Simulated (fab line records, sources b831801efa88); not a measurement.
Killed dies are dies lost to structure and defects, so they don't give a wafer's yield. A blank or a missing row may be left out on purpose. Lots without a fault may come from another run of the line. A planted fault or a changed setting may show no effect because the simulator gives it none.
Which tool did it? | flow sky130 | 13 lots, 39 wafers sampled, at 4 steps of a route of 708

WHAT THE GAUGES READ, wafer by wafer
SKY_VIA1_THK_MEAS_23: measures by xrf.
lot  | measured     | on            | VIA1_W_THK (nm)
L223 | day 33 13:25 | film_metro-03 | 278 275 276
L224 | day 34 00:14 | film_metro-01 | 280 282 276
L225 | day 34 13:27 | film_metro-02 | 274 274 273
L226 | day 34 19:32 | film_metro-02 | 269 273 271
L232 | day 36 13:44 | film_metro-03 | 275 278 277
L233 | day 37 03:35 | film_metro-03 | 274 276 271
L236 | day 37 18:25 | film_metro-01 | 277 272 273
L237 | day 38 08:36 | film_metro-01 | 279 277 275
L238 | day 38 10:34 | film_metro-03 | 270 267 271
L239 | day 39 02:29 | film_metro-02 | 277 272 273
L241 | day 39 07:08 | film_metro-03 | 278 275 276
L242 | day 39 14:51 | film_metro-03 | 280 271 280
L243 | day 40 02:20 | film_metro-01 | 278 280 281

SKY_CAPM_THK_MEAS_04: measures by xrf.
lot  | measured     | on            | CAPM_TIN_THK (nm)
L223 | day 35 22:14 | film_metro-04 | 197.2 194.7 196.0
L224 | day 36 09:41 | film_metro-01 | 200.1 200.3 199.8
L225 | day 36 22:10 | film_metro-02 | 201.9 198.5 199.7
L226 | day 37 03:52 | film_metro-02 | 200.9 197.7 198.6
L232 | day 38 18:46 | film_metro-01 | 195.6 195.0 197.4
L233 | day 39 10:11 | film_metro-02 | 199.4 199.5 197.0
L236 | day 40 01:04 | film_metro-01 | 198.2 197.2 197.2
L237 | day 40 14:47 | film_metro-01 | 197.0 195.2 196.7
L238 | day 40 16:47 | film_metro-04 | 196.2 194.0 196.8
L239 | day 41 07:51 | film_metro-02 | 202.1 200.9 199.9
L241 | day 41 13:02 | film_metro-01 | 197.6 196.3 196.0
L242 | day 41 18:50 | film_metro-02 | 196.4 198.9 195.7
L243 | day 42 06:16 | film_metro-02 | 198.4 195.6 195.7

WHICH TOOL RAN EACH LOT (tool, then ch and the chambers of the sampled wafers, then the start)
lot  | SKY_LDD_N_IMPLANT_11            | SKY_VIA2_STRIP_16
L223 | implanter-01 ch 0, day 17 06:16 | plasma_asher-04 ch 0,1, day 35 20:29
L224 | implanter-01 ch 0, day 17 18:05 | plasma_asher-03 ch 0, day 36 07:57
L225 | implanter-01 ch 0, day 18 08:26 | plasma_asher-03 ch 0,1, day 36 20:23
L226 | implanter-01 ch 0, day 18 16:28 | plasma_asher-03 ch 0,1, day 37 01:42
L232 | implanter-01 ch 0, day 20 17:27 | plasma_asher-02 ch 0,1, day 38 16:54
L233 | implanter-01 ch 0, day 21 06:31 | plasma_asher-03 ch 0,1, day 39 07:48
L236 | implanter-03 ch 0, day 22 08:07 | plasma_asher-04 ch 0,1, day 39 23:20
L237 | implanter-03 ch 0, day 22 21:49 | plasma_asher-04 ch 0,1, day 40 13:03
L238 | implanter-03 ch 0, day 22 23:26 | plasma_asher-04 ch 0,1, day 40 15:00
L239 | implanter-02 ch 0, day 23 18:58 | plasma_asher-02 ch 0,1, day 41 06:03
L241 | implanter-02 ch 0, day 24 02:07 | plasma_asher-03 ch 0,1, day 41 11:18
L242 | implanter-03 ch 0, day 24 09:08 | plasma_asher-03 ch 0,1, day 41 17:06
L243 | implanter-03 ch 0, day 24 20:26 | plasma_asher-03 ch 0,1, day 42 04:32
- SKY_LDD_N_IMPLANT_11
- SKY_VIA2_STRIP_16: strips in O2/N2.

WHAT THE TOOLS THEMSELVES READ (means of the sampled wafers that have a number; where no wafer has one, the mark that the record gives instead)
SKY_LDD_N_IMPLANT_11.
lot  | tool         | beam_energy_keV
L223 | implanter-01 | 20.003
L224 | implanter-01 | 20.000
L225 | implanter-01 | 20.005
L226 | implanter-01 | 20.006
L232 | implanter-01 | 18.090
L233 | implanter-01 | 18.090
L236 | implanter-03 | 20.007
L237 | implanter-03 | 19.994
L238 | implanter-03 | 19.999
L239 | implanter-02 | 19.998
L241 | implanter-02 | 20.002
L242 | implanter-03 | 19.994
L243 | implanter-03 | 20.008

SKY_VIA2_STRIP_16.
lot  | tool            | drypump_motor_current_A (A) | oes_product_au (a.u.) | strip_time_to_endpoint_s (s)
L223 | plasma_asher-04 | 5.05                        | 0.402                 | 4.075
L224 | plasma_asher-03 | 5.52                        | 0.394                 | 4.008
L225 | plasma_asher-03 | 5.66                        | 0.396                 | 4.052
L226 | plasma_asher-03 | 5.77                        | 0.397                 | 4.032
L232 | plasma_asher-02 | 5.66                        | 0.400                 | 4.023
L233 | plasma_asher-03 | 5.65                        | 0.396                 | 4.023
L236 | plasma_asher-04 | 5.07                        | 0.397                 | 4.029
L237 | plasma_asher-04 | 5.25                        | 0.392                 | 3.998
L238 | plasma_asher-04 | 5.05                        | 0.399                 | 4.047
L239 | plasma_asher-02 | 5.63                        | 0.395                 | 4.039
L241 | plasma_asher-03 | 5.79                        | 0.399                 | 4.040
L242 | plasma_asher-03 | 5.77                        | 0.398                 | 4.017
L243 | plasma_asher-03 | 5.65                        | 0.398                 | 4.050

THE ANSWER, worked out from the rows above alone
Rule: what is usual is taken from the lots themselves. Put in order of their means at a reading, lots are off if they are a third of the lots or fewer, leave a main group of 4 or more, and stand apart from it by a gap of 3 or more times the standard deviation of the main group's means; of several such gaps the widest counts. A main group whose means are all the same, to the digits that the tables above print for the reading, isn't used. A lot without any number at a reading at which 4 lots or more have one is off too. The other lots that the step has rows for count as sound. The gauges are gone through in route order, then the tools' own readings, and for those a lot's mean is taken as printed above. The first step at which some lot is off is used, and at that step the reading that is off furthest; a lot without a number counts as furthest.
Off: L232, L233, at SKY_LDD_N_IMPLANT_11 (beam_energy_keV). The main group: mean 20.001, standard deviation 0.0047.
A tool fits if, at that step or a process step before it, it ran every lot that is off, and no sound lot after the first of them. One fits: implanter-01 at SKY_LDD_N_IMPLANT_11. Its last sound lot is L226 (day 18 16:28), its first lot that is off L232 (day 20 17:27): a fault that began between those two fits.
The tool's own readings at SKY_LDD_N_IMPLANT_11 bear it out: on the lots that are off they differ by more than 5 times the standard deviation of the sound lots' means. beam_energy_keV reads 18.090 there against 20.001 on the sound lots.

WHAT THE SIMULATOR HAD PUT IN
Process parameter drift: implanter-01, from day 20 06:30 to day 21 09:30, at SKY_LDD_N_IMPLANT_11. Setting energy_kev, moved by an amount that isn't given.
Lots struck among those shown: L232, L233. The rule above found the same.
